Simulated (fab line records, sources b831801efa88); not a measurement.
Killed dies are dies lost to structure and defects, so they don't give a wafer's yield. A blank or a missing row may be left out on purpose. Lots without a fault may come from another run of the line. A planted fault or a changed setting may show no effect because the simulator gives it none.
fab line records | flow sky130
record lots=5 wafers=15 last_day=50
route steps=708 shown VIA4@658 METAL5@661 PASSIVATION@681
lots that met no fault: from a run of the same line without faults
start_h: hours from the record's first day to the start of the lot's first wafer shown | wait_h: hours since the lot's step before | " the same as in the row above | L1.1+2: a row that stands for several wafers | - no value, or no start given | * or withheld: withheld | < > ~ a bound
route shown NAME@n: a module of which the file shows steps, and the number in the route of the first | usual: mean/standard deviation of fault-free wafers | same: alike in all rows | chamber/n: place in a boat | sites: the reading at each site | _std_site: their standard deviation | _edge_site: outer sites' mean less inner sites' | radius_mm: how far each site lies from the wafer's centre | mask NAME#n: copy n | behind: the tool/chamber that last shaped the wafer | hold: why the lot was held/for how many hours/how that ended | device: the transistor (n, p or np) that didn't switch | end of line: the same wafers' tests at the end of the route | a step without rows: its recipe alone | killed: dies lost to structure and defects at the first sort, not the wafer's yield | map: a wafer's dies, x killed, . not, _ none there
set.NAME: the setting as run; set.NAME@STEP: as run at that earlier step | model.NAME: the simulator's own value behind a step, which no gauge read
lots at some steps of the route; a table a step, a row a wafer
services: from which hour (start_h, from the record's first day; less than 0 if before it) a tool's chamber was out of use, for how many hours, and why
## steps
# step SKY_VIA4_RS_MEAS_19
# recipe thk_meas_gauge=four-point-probe reads=W_of_VIA4_CVD_18+TiN_of_VIA4_SPUTTER_17
# usual VIA4_W_RS=0.2273/0.0029
# columns lot.wafer tool chamber start_h wait_h VIA4_W_RS[ohm/sq]
L081.1 film_metro-04 - 1053.09 0.1 0.2301
L081.5 " - " " 0.2308
L081.6 " - " " 0.2275
L082.1 film_metro-01 - 1056.12 0.1 0.2267
L082.3 " - " " 0.2269
L082.5 " - " " 0.2279
L093.2 film_metro-02 - 1118.85 0.1 0.2264
L093.4 " - " " 0.2239
L093.5 " - " " 0.2251
L095.1 film_metro-02 - 1134.26 0.1 0.2255
L095.2 " - " " 0.2255
L095.5 " - " " 0.2258
L097.1 film_metro-04 - 1147.18 0.1 0.2275
L097.4 " - " " 0.2236
L097.6 " - " " 0.2298
# step SKY_VIA4_THK_MEAS_20
# recipe thk_meas_gauge=xrf reads=W_of_VIA4_CVD_18
# usual VIA4_W_THK=508/7.4
# columns lot.wafer tool chamber start_h wait_h VIA4_W_THK[nm]
L081.1 film_metro-04 - 1053.21 0.1 502
L081.5 " - " " 499
L081.6 " - " " 507
L082.1 film_metro-01 - 1056.24 0.1 514
L082.3 " - " " 515
L082.5 " - " " 513
L093.2 film_metro-02 - 1118.96 0.1 513
L093.4 " - " " 515
L093.5 " - " " 518
L095.1 film_metro-02 - 1134.38 0.1 511
L095.2 " - " " 513
L095.5 " - " " 512
L097.1 film_metro-04 - 1147.30 0.1 502
L097.4 " - " " 512
L097.6 " - " " 499
# step SKY_VIA4_CMP_21
# recipe stop_on=SiO2 t_overpolish_s=25 down_force_psi=3.5 platen_rpm=60 target_thk_nm=0 pad_velocity_m_s=0.94248
# usual head_pressure_psi=3.502/0.0073 motor_current_A=11.3/0.91 overpolish_run_s=24.999/0.0085 time_to_endpoint_s=118/5
# columns lot.wafer tool chamber start_h wait_h head_pressure_psi motor_current_A overpolish_run_s time_to_endpoint_s
L081.1 cmp-02 1 1053.32 0.1 3.501 11.9 24.996 119
L081.6 " 0 " " 3.501 9.8 25.003 120
L081.5 " 1 " " 3.500 11.6 25.000 119
L082.1 cmp-01 2 1056.33 0.1 3.492 12.1 25.009 111
L082.3 " 0 " " 3.496 10.4 25.017 122
L082.5 " 2 " " 3.510 11.9 25.001 118
L093.4 cmp-02 1 1119.01 0.0 3.514 11.6 25.009 123
L093.2 " 2 " " 3.502 10.9 25.000 117
L093.5 " 1 " " 3.510 12.1 24.994 127
L095.1 cmp-02 0 1134.54 0.1 3.508 9.8 25.005 124
L095.2 " 1 " " 3.505 11.7 25.008 119
L095.5 " 3 " " 3.509 11.9 25.004 114
L097.4 cmp-02 1 1147.65 0.3 3.502 11.8 24.993 118
L097.1 " 2 " " 3.507 10.3 25.005 111
L097.6 " 1 " " 3.498 12.0 25.013 116
# step SKY_METAL5_SPUTTER_00
# recipe material=Ti target_thk_nm=15 power_w=3000 time_s=10 chamber_pressure_pa=0.4
# usual throttle_valve_pct=29.5/0.92
# columns lot.wafer tool chamber start_h wait_h throttle_valve_pct
L081.1 pvd_sputter-03 - 1053.57 0.2 29.0
L081.5 " - " " 28.5
L081.6 " - " " 28.6
L082.1 pvd_sputter-04 - 1056.63 0.2 29.0
L082.3 " - " " 29.4
L082.5 " - " " 28.9
L093.2 pvd_sputter-02 - 1119.31 0.2 31.1
L093.4 " - " " 31.2
L093.5 " - " " 29.9
L095.1 pvd_sputter-03 - 1134.74 0.1 28.7
L095.2 " - " " 28.5
L095.5 " - " " 28.7
L097.1 pvd_sputter-04 - 1147.95 0.2 28.7
L097.4 " - " " 29.3
L097.6 " - " " 29.4
# step SKY_METAL5_SPUTTER_01
# recipe material=TiN target_thk_nm=20 power_w=6500 time_s=16.7 chamber_pressure_pa=0.4
# usual throttle_valve_pct=29.5/0.93
# columns lot.wafer tool chamber start_h wait_h throttle_valve_pct
L081.1 pvd_sputter-03 - 1053.59 0.0 28.7
L081.5 " - " " 28.7
L081.6 " - " " 28.5
L082.1 pvd_sputter-04 - 1056.65 0.0 29.0
L082.3 " - " " 29.4
L082.5 " - " " 29.0
L093.2 pvd_sputter-02 - 1119.33 0.0 31.4
L093.4 " - " " 31.1
L093.5 " - " " 29.8
L095.1 pvd_sputter-03 - 1134.76 0.0 28.7
L095.2 " - " " 28.5
L095.5 " - " " 28.5
L097.1 pvd_sputter-04 - 1147.97 0.0 28.8
L097.4 " - " " 29.3
L097.6 " - " " 29.5
# step SKY_METAL5_SPUTTER_02
# recipe material=AlCu target_thk_nm=1150 power_w=10600 time_s=61.2 chamber_pressure_pa=0.4
# usual throttle_valve_pct=29.5/0.89
# columns lot.wafer tool chamber start_h wait_h throttle_valve_pct
L081.1 pvd_sputter-03 - 1053.62 0.0 28.8
L081.5 " - " " 28.6
L081.6 " - " " 28.7
L082.1 pvd_sputter-04 - 1056.68 0.0 28.9
L082.3 " - " " 29.3
L082.5 " - " " 28.9
L093.2 pvd_sputter-02 - 1119.36 0.0 31.2
L093.4 " - " " 31.3
L093.5 " - " " 29.6
L095.1 pvd_sputter-03 - 1134.79 0.0 28.6
L095.2 " - " " 28.7
L095.5 " - " " 28.6
L097.1 pvd_sputter-04 - 1148.00 0.0 29.0
L097.4 " - " " 29.6
L097.6 " - " " 29.4
# step SKY_METAL5_SPUTTER_03
# recipe material=Ti target_thk_nm=5 power_w=3000 time_s=3.3 chamber_pressure_pa=0.4
# usual throttle_valve_pct=29.5/0.92
# columns lot.wafer tool chamber start_h wait_h throttle_valve_pct
L081.1 pvd_sputter-03 - 1053.67 0.0 28.7
L081.5 " - " " 28.9
L081.6 " - " " 28.7
L082.1 pvd_sputter-04 - 1056.73 0.0 29.4
L082.3 " - " " 29.6
L082.5 " - " " 28.5
L093.2 pvd_sputter-02 - 1119.41 0.0 30.9
L093.4 " - " " 31.2
L093.5 " - " " 29.8
L095.1 pvd_sputter-03 - 1134.84 0.0 28.7
L095.2 " - " " 28.7
L095.5 " - " " 28.5
L097.1 pvd_sputter-04 - 1148.05 0.0 29.1
L097.4 " - " " 29.4
L097.6 " - " " 29.5
# step SKY_METAL5_SPUTTER_04
# recipe material=TiN target_thk_nm=70 power_w=6500 time_s=58.3 chamber_pressure_pa=0.4
# usual throttle_valve_pct=29.5/0.9
# columns lot.wafer tool chamber start_h wait_h throttle_valve_pct
L081.1 pvd_sputter-03 - 1053.69 0.0 28.8
L081.5 " - " " 28.8
L081.6 " - " " 29.0
L082.1 pvd_sputter-04 - 1056.75 0.0 28.8
L082.3 " - " " 29.2
L082.5 " - " " 29.2
L093.2 pvd_sputter-02 - 1119.43 0.0 31.0
L093.4 " - " " 31.1
L093.5 " - " " 29.8
L095.1 pvd_sputter-03 - 1134.86 0.0 28.8
L095.2 " - " " 28.6
L095.5 " - " " 28.7
L097.1 pvd_sputter-04 - 1148.07 0.0 28.7
L097.4 " - " " 29.3
L097.6 " - " " 29.3
# step SKY_METAL5_RS_MEAS_05
# recipe thk_meas_gauge=four-point-probe reads=TiN_of_METAL5_SPUTTER_04+Ti_of_METAL5_SPUTTER_03+AlCu_of_METAL5_SPUTTER_02+TiN_of_METAL5_SPUTTER_01+Ti_of_METAL5_SPUTTER_00
# usual METAL5_ALCU_RS=0.0270/0.00039
# columns lot.wafer tool chamber start_h wait_h METAL5_ALCU_RS[ohm/sq]
L081.1 film_metro-01 - 1053.74 0.0 0.0267
L081.5 " - " " 0.0272
L081.6 " - " " 0.0267
L082.1 film_metro-03 - 1056.80 0.0 0.0272
L082.3 " - " " 0.0274
L082.5 " - " " 0.0269
L093.2 film_metro-03 - 1119.50 0.0 0.0271
L093.4 " - " " 0.0268
L093.5 " - " " 0.0269
L095.1 film_metro-01 - 1134.91 0.0 0.0277
L095.2 " - " " 0.0270
L095.5 " - " " 0.0270
L097.1 film_metro-03 - 1148.12 0.0 0.0271
L097.4 " - " " 0.0274
L097.6 " - " " 0.0272
# step SKY_METAL5_THK_MEAS_06
# recipe thk_meas_gauge=xrf reads=AlCu_of_METAL5_SPUTTER_02
# usual METAL5_ALCU_THK=1165/18
# columns lot.wafer tool chamber start_h wait_h METAL5_ALCU_THK[nm]
L081.1 film_metro-01 - 1053.86 0.1 1184
L081.5 " - " " 1163
L081.6 " - " " 1180
L082.1 film_metro-03 - 1056.92 0.1 1156
L082.3 " - " " 1148
L082.5 " - " " 1166
L093.2 film_metro-03 - 1119.61 0.1 1165
L093.4 " - " " 1161
L093.5 " - " " 1161
L095.1 film_metro-01 - 1135.03 0.1 1144
L095.2 " - " " 1175
L095.5 " - " " 1173
L097.1 film_metro-03 - 1148.24 0.1 1164
L097.4 " - " " 1140
L097.6 " - " " 1161
# step SKY_METAL5_DEHYDRATE_07
# recipe temp_c=200 time_s=60
# usual heater_power_total_W=160.37/0.13
# columns lot.wafer tool chamber start_h wait_h heater_power_total_W
L081.1 litho_track-02 0 1064.05 10.2 160.45
L081.5 " 0 " " 160.32
L081.6 " 0 " " 160.54
L082.1 litho_track-02 0 1067.05 10.1 160.55
L082.3 " 0 " " 160.45
L082.5 " 0 " " 160.37
L093.2 litho_track-04 0 1129.20 9.6 160.54
L093.4 " 0 " " 160.59
L093.5 " 0 " " 160.41
L095.1 litho_track-03 0 1143.10 8.1 160.18
L095.2 " 0 " " 160.36
L095.5 " 0 " " 160.13
L097.1 litho_track-04 0 1156.12 7.9 160.50
L097.4 " 0 " " 160.50
L097.6 " 0 " " 160.21
# step SKY_METAL5_HMDS_08
# recipe prime_time_s=60 prime_temp_c=120
# columns lot.wafer tool chamber start_h wait_h
L081.1+5+6 litho_track-02 0 1064.20 0.1
L082.1+3+5 litho_track-02 0 1067.20 0.1
L093.2+4+5 litho_track-04 0 1129.35 0.1
L095.1+2+5 litho_track-03 0 1143.25 0.1
L097.1+4+6 litho_track-04 0 1156.27 0.1
# step SKY_METAL5_COAT_09
# recipe resist=NOVOLAK spin_rpm=3000 resist_thk_nm=1800
# usual spin_speed_rpm=3000.0/1.8
# columns lot.wafer tool chamber start_h wait_h spin_speed_rpm
L081.1 litho_track-02 0 1064.35 0.1 2998.5
L081.5 " 0 " " 2997.6
L081.6 " 0 " " 2999.7
L082.1 litho_track-02 0 1067.35 0.1 2998.3
L082.3 " 0 " " 3000.8
L082.5 " 0 " " 3000.8
L093.2 litho_track-04 0 1129.50 0.1 2995.6
L093.4 " 0 " " 2998.6
L093.5 " 0 " " 2999.0
L095.1 litho_track-03 0 1143.40 0.1 2998.0
L095.2 " 0 " " 3001.1
L095.5 " 0 " " 3002.2
L097.1 litho_track-04 0 1156.42 0.1 3001.4
L097.4 " 0 " " 2998.8
L097.6 " 0 " " 2998.8
# step SKY_METAL5_SOFTBAKE_10
# recipe temp_c=90 time_s=60 resist=NOVOLAK
# usual heater_power_total_W=56.60/0.046
# columns lot.wafer tool chamber start_h wait_h heater_power_total_W
L081.1 litho_track-02 0 1064.50 0.1 56.63
L081.5 " 0 " " 56.61
L081.6 " 0 " " 56.62
L082.1 litho_track-02 0 1067.50 0.1 56.61
L082.3 " 0 " " 56.59
L082.5 " 0 " " 56.61
L093.2 litho_track-04 0 1129.65 0.1 56.63
L093.4 " 0 " " 56.57
L093.5 " 0 " " 56.58
L095.1 litho_track-03 0 1143.55 0.1 56.58
L095.2 " 0 " " 56.59
L095.5 " 0 " " 56.58
L097.1 litho_track-04 0 1156.57 0.1 56.63
L097.4 " 0 " " 56.61
L097.6 " 0 " " 56.63
# step SKY_METAL5_EXPOSE_11
# recipe mask_id=MM5 na=0.6 source_shape=conventional sigma_outer=0.6 polarization=unpolarized target_cd_nm=1600 dose_mj=190
# columns lot.wafer tool chamber start_h wait_h mask
L081.1+5+6 iline_stepper-02 0 - - MM5#0
L082.1+3+5 iline_stepper-02 0 - - MM5#0
L093.2+4+5 iline_stepper-01 0 - - MM5#0
L095.1+2+5 iline_stepper-01 0 - - MM5#0
L097.1+4+6 iline_stepper-01 0 - - MM5#0
# step SKY_METAL5_PEB_12
# recipe temp_c=withheld time_s=* resist=NOVOLAK
# columns lot.wafer tool chamber start_h wait_h
L081.1+5+6 litho_track-02 0 - -
L082.1+3+5 litho_track-02 0 - -
L093.2+4+5 litho_track-04 0 - -
L095.1+2+5 litho_track-02 0 - -
L097.1+4+6 litho_track-03 0 - -
# step SKY_METAL5_DEVELOP_13
# recipe resist=NOVOLAK developer=TMAH develop_time_s=60 dev_temp_c=23
# columns lot.wafer tool chamber start_h wait_h
L081.1+5+6 litho_track-02 0 1074.15 0.1
L082.1+3+5 litho_track-02 0 1077.40 0.1
L093.2+4+5 litho_track-04 0 1138.15 0.1
L095.1+2+5 litho_track-02 0 1152.65 0.1
L097.1+4+6 litho_track-03 0 1164.30 0.1
# step SKY_METAL5_DESCUM_14
# recipe chemistry=O2 source_power_w=150 bias_power_w=0 pressure_mtorr=10 temp_c=40 time_s=11
# usual drypump_motor_current_A=5.4/0.39 oes_product_au=1.006/0.012
# columns lot.wafer tool chamber start_h wait_h drypump_motor_current_A oes_product_au rf_hours_counter_h
L081.1 rie_metal-04 0 1074.30 0.1 5.1 0.998 9
L081.5 " 1 " " 5.0 1.003 -
L081.6 " 0 " " 5.1 0.997 -
L082.1 rie_metal-02 0 1077.55 0.1 5.4 1.018 7
L082.3 " 1 " " 5.3 1.021 -
L082.5 " 1 " " 5.3 1.018 -
L093.2 rie_metal-03 1 1138.27 0.1 6.3 0.998 24
L093.4 " 1 " " 6.3 1.011 -
L093.5 " 0 " " 5.7 1.013 -
L095.1 rie_metal-03 0 1152.80 0.1 5.7 1.004 25
L095.2 " 1 " " 6.3 0.986 25
L095.5 " 1 " " 6.3 0.988 -
L097.1 rie_metal-03 0 1164.45 0.1 5.7 1.018 28
L097.4 " 0 " " 5.7 1.004 -
L097.6 " 0 " " 5.7 1.008 -
# step SKY_METAL5_METAL_ETCH_15
# recipe target_depth_a=12600 stop_on=SiO2 over_etch_frac=0.2 time_s=252 chemistry=Cl2/BCl3 resist_sidewall_deg=86 pressure_mtorr=10 icp_w=900 bias_w=48.5 Cl2_flow_sccm=60 bcl3_flow_sccm=30
# usual drypump_motor_current_A=5.4/0.39 oes_product_au=0.894/0.0054 throttle_valve_pct=22.263/0.0078
# columns lot.wafer tool chamber start_h wait_h drypump_motor_current_A oes_product_au rf_hours_counter_h throttle_valve_pct
L081.1 rie_metal-04 0 1074.33 0.0 5.1 0.896 9 22.252
L081.5 " 1 " " 5.1 0.888 - 22.259
L081.6 " 0 " " 5.1 0.901 - 22.259
L082.1 rie_metal-02 0 1077.58 0.0 5.4 0.891 7 22.255
L082.3 " 1 " " 5.3 0.889 - 22.271
L082.5 " 1 " " 5.3 0.882 - 22.266
L093.2 rie_metal-03 1 1138.31 0.0 6.3 0.896 24 22.271
L093.4 " 1 " " 6.3 0.889 - 22.256
L093.5 " 0 " " 5.7 0.892 - 22.264
L095.1 rie_metal-03 0 1152.83 0.0 5.7 0.897 25 22.273
L095.2 " 1 " " 6.3 0.893 25 22.262
L095.5 " 1 " " 6.3 0.898 - 22.262
L097.1 rie_metal-03 0 1164.52 0.1 5.7 0.899 28 22.255
L097.4 " 0 " " 5.7 0.894 - 22.248
L097.6 " 0 " " 5.7 0.889 - 22.264
# step SKY_METAL5_STRIP_16
# recipe chemistry=O2/N2 power_w=1400 pressure_mtorr=1500 platen_temp_c=withheld o2_flow_sccm=3000 n2_flow_sccm=300 overash_fraction=0.5
# usual drypump_motor_current_A=5.46/0.3 oes_product_au=0.711/0.0048 strip_time_to_endpoint_s=13.00/0.15
# columns lot.wafer tool chamber start_h wait_h drypump_motor_current_A oes_product_au rf_hours_counter_h strip_time_to_endpoint_s
L081.1 plasma_asher-02 1 1074.56 0.2 5.33 0.712 97 13.12
L081.5 " 1 " " 5.35 0.708 - 13.05
L081.6 " 0 " " 5.33 0.710 - 13.07
L082.1 plasma_asher-02 0 1077.81 0.2 5.32 0.708 98 12.77
L082.3 " 1 " " 5.37 0.708 - 12.81
L082.5 " 1 " " 5.39 0.709 - 12.82
L093.2 plasma_asher-02 1 1138.54 0.2 5.40 0.706 104 13.15
L093.4 " 0 " " 5.30 0.706 - 13.02
L093.5 " 0 " " 5.31 0.710 - 12.90
L095.1 plasma_asher-02 0 1153.06 0.2 5.30 0.712 106 12.98
L095.2 " 1 " " 5.35 0.705 106 13.15
L095.5 " 0 " " 5.31 0.701 - 13.20
L097.1 plasma_asher-02 1 1164.99 0.4 5.40 0.711 108 12.99
L097.4 " 1 " " 5.37 0.713 - 12.88
L097.6 " 1 " " 5.36 0.715 - 12.92
# step SKY_METAL5_STRIP_17
# recipe chemistry=post_etch_residue_remover time_s=1200 temp_c=72.5
# columns lot.wafer tool chamber start_h wait_h
L081.1+5+6 wet_bench-03 1 1074.66 0.1
L082.1+3+5 wet_bench-01 2 1077.91 0.1
L093.2+4+5 wet_bench-04 0 1138.64 0.1
L095.1+2+5 wet_bench-03 1 1153.22 0.1
L097.1+4+6 wet_bench-01 1 1165.09 0.1
# step SKY_METAL5_CLEAN_18
# recipe chemistry=IPA time_s=180 temp_c=25
# columns lot.wafer tool chamber start_h wait_h
L081.1+5+6 wet_bench-01 0 1075.04 0.0
L082.1+3+5 wet_bench-03 0 1078.26 0.0
L093.2+4+5 wet_bench-03 3 1139.01 0.0
L095.1+2+5 wet_bench-04 1 1153.57 0.0
L097.1+4+6 wet_bench-03 3 1165.46 0.0
# step SKY_METAL5_CLEAN_19
# recipe chemistry=O3/DIW dry=n2_spin
# columns lot.wafer tool chamber start_h wait_h
L081.1+5+6 wet_bench-03 1 1075.10 0.0
L082.1+3+5 wet_bench-04 3 1078.31 0.0
L093.2+4+5 wet_bench-04 0 1139.07 0.0
L095.1+2+5 wet_bench-01 0 1153.68 0.0
L097.1+4+6 wet_bench-01 2 1165.52 0.0
# step SKY_PASSIVATION_CVD_00
# recipe material=SiO2 target_thk_nm=90 temp_c=400 time_s=withheld rf_w=600
# usual heater_power_w=686/120
# columns lot.wafer tool chamber start_h wait_h heater_power_w
L081.1 pecvd-02 0 1075.20 0.0 689
L081.5 " 1 " " 602
L081.6 " 2 " " 748
L082.1 pecvd-03 2 1078.41 0.0 630
L082.3 " 0 " " 928
L082.5 " 1 " " 629
L093.2 pecvd-03 2 1139.17 0.0 609
L093.4 " 0 " " 899
L093.5 " 1 " " 583
L095.1 pecvd-02 0 1153.77 0.0 602
L095.2 " 2 " " 802
L095.5 " 1 " " 652
L097.1 pecvd-01 1 1165.62 0.0 441
L097.4 " 1 " " 443
L097.6 " 0 " " 742
# step SKY_PASSIVATION_THK_MEAS_01
# recipe reads=SiO2_of_PASSIVATION_CVD_00
# usual PASSIVATION_CVD_00_THK=89.7/1.2
# columns lot.wafer tool chamber start_h wait_h PASSIVATION_CVD_00_THK[nm]
L081.1 film_metro-02 - 1075.23 - 89.1
L081.5 " - " " 88.8
L081.6 " - " " 90.4
L082.1 film_metro-04 - 1078.43 - 90.0
L082.3 " - " " 90.6
L082.5 " - " " 90.9
L093.2 film_metro-03 - 1139.20 - 89.6
L093.4 " - " " 91.3
L093.5 " - " " 90.8
L095.1 film_metro-03 - 1153.80 - 87.4
L095.2 " - " " 89.2
L095.5 " - " " 89.6
L097.1 film_metro-04 - 1165.64 - 88.7
L097.4 " - " " 90.2
L097.6 " - " " 88.8
# step SKY_PASSIVATION_CVD_02
# recipe material=Si3N4 target_thk_nm=540 temp_c=400 time_s=withheld rf_w=450
# usual heater_power_w=687/150
# columns lot.wafer tool chamber start_h wait_h heater_power_w
L081.1 pecvd-01 1 1075.29 0.1 593
L081.5 " 2 " " 473
L081.6 " 0 " " 818
L082.1 pecvd-01 2 1078.49 0.1 591
L082.3 " 0 " " 842
L082.5 " 2 " " 459
L093.2 pecvd-01 0 1139.25 0.0 870
L093.4 " 1 " " 577
L093.5 " 2 " " 546
L095.1 pecvd-01 2 1153.86 0.1 477
L095.2 " 1 " " 558
L095.5 " 1 " " 570
L097.1 pecvd-03 1 1165.70 0.1 636
L097.4 " 0 " " 965
L097.6 " 1 " " 645
# step SKY_PASSIVATION_THK_MEAS_03
# recipe reads=Si3N4_of_PASSIVATION_CVD_02
# usual PASSIVATION_CVD_02_THK=545/8.1
# columns lot.wafer tool chamber start_h wait_h PASSIVATION_CVD_02_THK[nm]
L081.1 film_metro-04 - 1075.51 - 547
L081.5 " - " " 561
L081.6 " - " " 551
L082.1 film_metro-02 - 1078.71 - 550
L082.3 " - " " 547
L082.5 " - " " 561
L093.2 film_metro-04 - 1139.49 - 532
L093.4 " - " " 548
L093.5 " - " " 550
L095.1 film_metro-03 - 1154.08 - 550
L095.2 " - " " 544
L095.5 " - " " 553
L097.1 film_metro-03 - 1165.93 - 554
L097.4 " - " " 553
L097.6 " - " " 555
# step SKY_PASSIVATION_DEHYDRATE_04
# recipe temp_c=200 time_s=60
# usual heater_power_total_W=160.39/0.12
# columns lot.wafer tool chamber start_h wait_h heater_power_total_W
L081.1 litho_track-01 0 1085.56 10.0 160.40
L081.5 " 0 " " 160.58
L081.6 " 0 " " 160.38
L082.1 litho_track-02 0 1089.40 10.7 160.34
L082.3 " 0 " " 160.48
L082.5 " 0 " " 160.52
L093.2 litho_track-03 0 1148.83 9.3 160.32
L093.4 " 0 " " 160.26
L093.5 " 0 " " 160.43
L095.1 litho_track-02 0 1162.10 8.0 160.52
L095.2 " 0 " " 160.30
L095.5 " 0 " " 160.26
L097.1 litho_track-02 0 1173.75 7.8 160.41
L097.4 " 0 " " 160.42
L097.6 " 0 " " 160.37
# step SKY_PASSIVATION_HMDS_05
# recipe prime_time_s=60 prime_temp_c=120
# columns lot.wafer tool chamber start_h wait_h
L081.1+5+6 litho_track-01 0 1085.71 0.1
L082.1+3+5 litho_track-02 0 1089.55 0.1
L093.2+4+5 litho_track-03 0 1148.98 0.1
L095.1+2+5 litho_track-02 0 1162.25 0.1
L097.1+4+6 litho_track-02 0 1173.90 0.1
# step SKY_PASSIVATION_COAT_06
# recipe spin_rpm=2000 resist_thk_nm=3000
# usual spin_speed_rpm=1999.8/1.2
# columns lot.wafer tool chamber start_h wait_h spin_speed_rpm
L081.1 litho_track-01 0 1085.86 0.1 2001.1
L081.5 " 0 " " 1998.1
L081.6 " 0 " " 2000.0
L082.1 litho_track-02 0 1089.70 0.1 2001.1
L082.3 " 0 " " 2001.5
L082.5 " 0 " " 2001.0
L093.2 litho_track-03 0 1149.13 0.1 2001.8
L093.4 " 0 " " 2000.6
L093.5 " 0 " " 2000.1
L095.1 litho_track-02 0 1162.40 0.1 2000.5
L095.2 " 0 " " 2000.0
L095.5 " 0 " " 2000.6
L097.1 litho_track-02 0 1174.05 0.1 2001.3
L097.4 " 0 " " 1999.7
L097.6 " 0 " " 1997.6
# step SKY_PASSIVATION_SOFTBAKE_07
# recipe temp_c=110 time_s=withheld
# usual heater_power_total_W=65.30/0.15
# columns lot.wafer tool chamber start_h wait_h heater_power_total_W
L081.1 litho_track-01 0 1086.01 0.1 65.13
L081.5 " 0 " " 65.61
L081.6 " 0 " " 65.17
L082.1 litho_track-02 0 1089.85 0.1 65.17
L082.3 " 0 " " 65.06
L082.5 " 0 " " 65.49
L093.2 litho_track-03 0 1149.29 0.1 65.17
L093.4 " 0 " " 65.08
L093.5 " 0 " " 65.25
L095.1 litho_track-02 0 1162.55 0.1 65.42
L095.2 " 0 " " 65.40
L095.5 " 0 " " 65.19
L097.1 litho_track-02 0 1174.20 0.1 65.29
L097.4 " 0 " " 65.54
L097.6 " 0 " " 65.44
# step SKY_PASSIVATION_EXPOSE_08
# recipe mask_id=NSM target_cd_nm=3000 na=0.57 dose_mj=260
# columns lot.wafer tool chamber start_h wait_h mask
L081.1+5+6 iline_stepper-02 0 - - NSM#0
L082.1+3+5 iline_stepper-02 0 - - NSM#0
L093.2+4+5 iline_stepper-01 0 - - NSM#0
L095.1+2+5 iline_stepper-01 0 - - NSM#0
L097.1+4+6 iline_stepper-02 0 - - NSM#0
# step SKY_PASSIVATION_PEB_09
# recipe temp_c=115 time_s=withheld
# usual heater_power_total_W=69.35/0.13
# columns lot.wafer tool chamber start_h wait_h heater_power_total_W
L081.1 litho_track-01 0 - - 69.46
L081.5 " 0 " " 69.35
L081.6 " 0 " " 69.45
L082.1 litho_track-03 0 - - 69.44
L082.3 " 0 " " 69.40
L082.5 " 0 " " 69.14
L093.2 litho_track-03 0 - - 69.34
L093.4 " 0 " " 69.32
L093.5 " 0 " " 69.35
L095.1 litho_track-02 0 - - 69.57
L095.2 " 0 " " 69.28
L095.5 " 0 " " 69.43
L097.1 litho_track-01 0 - - 69.43
L097.4 " 0 " " 69.12
L097.6 " 0 " " 69.42
# step SKY_PASSIVATION_DEVELOP_10
# recipe develop_time_s=60 dev_temp_c=23
# columns lot.wafer tool chamber start_h wait_h
L081.1+5+6 litho_track-01 0 - -
L082.1+3+5 litho_track-03 0 - -
L093.2+4+5 litho_track-03 0 - -
L095.1+2+5 litho_track-02 0 - -
L097.1+4+6 litho_track-01 0 - -
# step SKY_PASSIVATION_ETCH_11
# recipe chemistry=CF4/O2 target_depth_nm=725 stop_on=AlCu source_w=800 bias_w=150 pressure_mtorr=150 cf4_flow_sccm=80 O2_flow_sccm=10 time_s=161.1
# usual drypump_motor_current_A=6.1/0.46 oes_product_au=0.981/0.0079 throttle_valve_pct=5.965/0.0099
# columns lot.wafer tool chamber start_h wait_h drypump_motor_current_A oes_product_au rf_hours_counter_h throttle_valve_pct
L081.1 rie_diel-01 0 1095.86 - 6.6 0.983 18 5.980
L081.5 " 0 " " 6.6 0.978 - 5.962
L081.6 " 1 " " 5.3 0.978 - 5.960
L082.1 rie_diel-01 3 1099.20 - 5.5 0.982 12 5.979
L082.3 " 2 " " 6.2 0.981 10 5.987
L082.5 " 0 " " 6.6 0.999 - 5.965
L093.2 rie_diel-01 1 1157.90 - 5.3 0.974 10 5.966
L093.4 " 3 " " 5.5 0.983 13 5.961
L093.5 " 3 " " 5.5 0.988 - 5.978
L095.1 rie_diel-01 2 1171.50 - 6.2 0.966 11 5.957
L095.2 " 0 " " 6.5 0.979 19 5.954
L095.5 " 1 " " 5.3 0.993 - 5.959
L097.1 rie_diel-03 1 1181.91 - 6.6 0.992 18 5.964
L097.4 " 1 " " 6.6 0.994 - 5.964
L097.6 " 1 " " 6.6 0.992 - 5.970
# step SKY_PASSIVATION_STRIP_12
# recipe chemistry=O2/N2 power_w=1400 pressure_mtorr=1500 platen_temp_c=withheld overash_fraction=0.7 o2_flow_sccm=3000 n2_flow_sccm=300
# usual drypump_motor_current_A=5.60/0.27 oes_product_au=0.660/0.0039 strip_time_to_endpoint_s=31.53/0.16
# columns lot.wafer tool chamber start_h wait_h drypump_motor_current_A oes_product_au rf_hours_counter_h strip_time_to_endpoint_s
L081.1 plasma_asher-02 0 1095.96 0.1 5.34 0.664 100 31.24
L081.5 " 1 " " 5.39 0.656 - 31.35
L081.6 " 0 " " 5.33 0.660 - 31.36
L082.1 plasma_asher-04 0 1099.31 0.1 5.88 0.657 68 31.54
L082.3 " 0 " " 5.87 0.659 - 31.77
L082.5 " 1 " " 6.02 0.665 - 31.56
L093.2 plasma_asher-04 0 1158.01 0.1 5.84 0.660 74 31.45
L093.4 " 1 " " 6.01 0.659 - 31.57
L093.5 " 0 " " 5.86 0.656 - 31.58
L095.1 plasma_asher-02 1 1171.60 0.1 5.38 0.665 108 31.71
L095.2 " 0 " " 5.34 0.662 108 31.75
L095.5 " 0 " " 5.31 0.666 - 31.48
L097.1 plasma_asher-03 1 1182.07 0.1 5.72 0.658 13 31.55
L097.4 " 0 " " 5.38 0.668 - 31.56
L097.6 " 1 " " 5.72 0.656 - 31.50
## services
# columns tool chamber start_h hours kind
iline_stepper-02 - 1046.84 2.4 repair
rie_diel-01 2 1049.60 1.5 repair
cmp-02 - 1059.95 1.6 repair
pvd_sputter-04 - 1070.49 1.3 repair
cmp-02 - 1070.67 4.0 pm
pvd_sputter-03 - 1072.75 3.6 repair
pvd_sputter-02 - 1075.46 5.2 repair
rie_diel-01 - 1075.78 1.5 repair
iline_stepper-01 - 1083.85 3.0 repair
rie_metal-03 1 1099.01 17.2 repair
pecvd-01 - 1100.43 1.4 repair
rie_diel-01 - 1111.27 28.1 pm
iline_stepper-02 - 1114.64 4.3 pm
pecvd-03 1 1115.87 2.6 repair
pecvd-03 0 1125.31 4.3 repair
cmp-02 - 1133.33 0.2 repair
pecvd-03 0 1144.40 10.0 repair
rie_diel-01 0 1147.57 4.3 repair
rie_metal-03 1 1153.99 13.2 repair
pvd_sputter-02 - 1155.53 3.3 repair
rie_diel-01 3 1166.80 10.4 repair
iline_stepper-02 - 1172.57 1.7 pm
cmp-02 - 1176.45 3.3 pm
cmp-02 - 1182.03 0.7 repair
## key
fault none
